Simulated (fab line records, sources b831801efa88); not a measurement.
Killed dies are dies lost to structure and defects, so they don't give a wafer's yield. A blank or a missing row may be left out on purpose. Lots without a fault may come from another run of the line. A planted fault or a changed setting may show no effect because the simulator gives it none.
Problem report in the 8D (eight disciplines) form, filled by code | flow sky130 | the parts of the form that need people (team, actions taken, sign-off) are left out

1. THE PROBLEM
strip_time_to_endpoint_s at SKY_VIA1_STRIP_16 reads a mean of 3.991 s on 6 wafers of 2 lots; wafers without a fault read 4.461 s with a standard deviation of 0.02. That is -23 standard deviations from the usual mean.
The step: strips in O2/N2.
First seen on wafer L450.1, day 37 20:28, on plasma_asher-02. The record holds 42 wafers of 14 lots with a number at this step. Rule for "out", or "out of limits": more than 4 standard deviations from the usual mean. The other wafers with a number count as sound.

2. WHAT IT IS AND WHAT IT IS NOT
question                    | is                               | is not
which readings at this step | strip_time_to_endpoint_s         | drypump_motor_current_A
which lots                  | L449, L450                       | L437, L438, L439, L440, L441, L442, L443, L444, L445, L458, L459, L460
which wafers of those lots  | all that have a number           | -
read on which tools         | plasma_asher-01, plasma_asher-02 | plasma_asher-03
when                        | from day 37 20:28                | up to then (27 sound wafers); but 9 sound wafers of L458, L459, L460 came after

3. SUSPECTS, AND WHAT RULES EACH OUT
Counting: a tool at a process step up to the reading stays a suspect if it ran every lot that is out and no sound lot after the first of them.
- rie_diel-04 at SKY_VIA1_ETCH_15 (etches SiO2 in C4F8/O2/Ar, stops on TiN, target depth 351 nm, time 54 s): kept. It ran every lot that is out, first L450 (day 37 20:25), and no sound lot after that; its last sound lot up to then is L440 (day 34 20:29).
Left after counting: rie_diel-04 at SKY_VIA1_ETCH_15.

4. THE CAUSE (what the simulator had put in)
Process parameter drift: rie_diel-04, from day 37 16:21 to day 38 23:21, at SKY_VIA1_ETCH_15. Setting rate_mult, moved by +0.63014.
Counting left only this tool.

5. THE CHAIN OF EFFECTS, in route order
Each row: a reading whose mean over the struck wafers that have a number lies more than 3 standard deviations from the usual. Only readings for which the record gives a usual standard deviation are gone through. hours: the time from each lot's start at the first step in this table that gives one to its start at this step, as a median over the lots. sigmas: the change in usual standard deviations.
hours | step              | reading                  | usual      | on struck wafers | change | sigmas
0     | SKY_VIA1_STRIP_16 | oes_product_au           | 0.416 a.u. | 0.397            | -0.019 | -4.1
0     | SKY_VIA1_STRIP_16 | strip_time_to_endpoint_s | 4.461 s    | 3.991            | -0.470 | -23
The process steps in it:
- SKY_VIA1_STRIP_16: strips in O2/N2.

6. WHAT WOULD HAVE CAUGHT IT SOONER
In this record the first reading out of limits was taken at day 37 20:28, 4 hours after the fault began at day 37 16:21.
Of the tool readings at SKY_VIA1_ETCH_15 for which the record gives a usual standard deviation, none was out on any struck wafer, so an alarm limit of 4 standard deviations on them would not have fired.
Of the lots that are out (2), L449 began SKY_VIA1_ETCH_15 on rie_diel-04 after day 37 20:28. A hold on the tool at that time would have spared it.
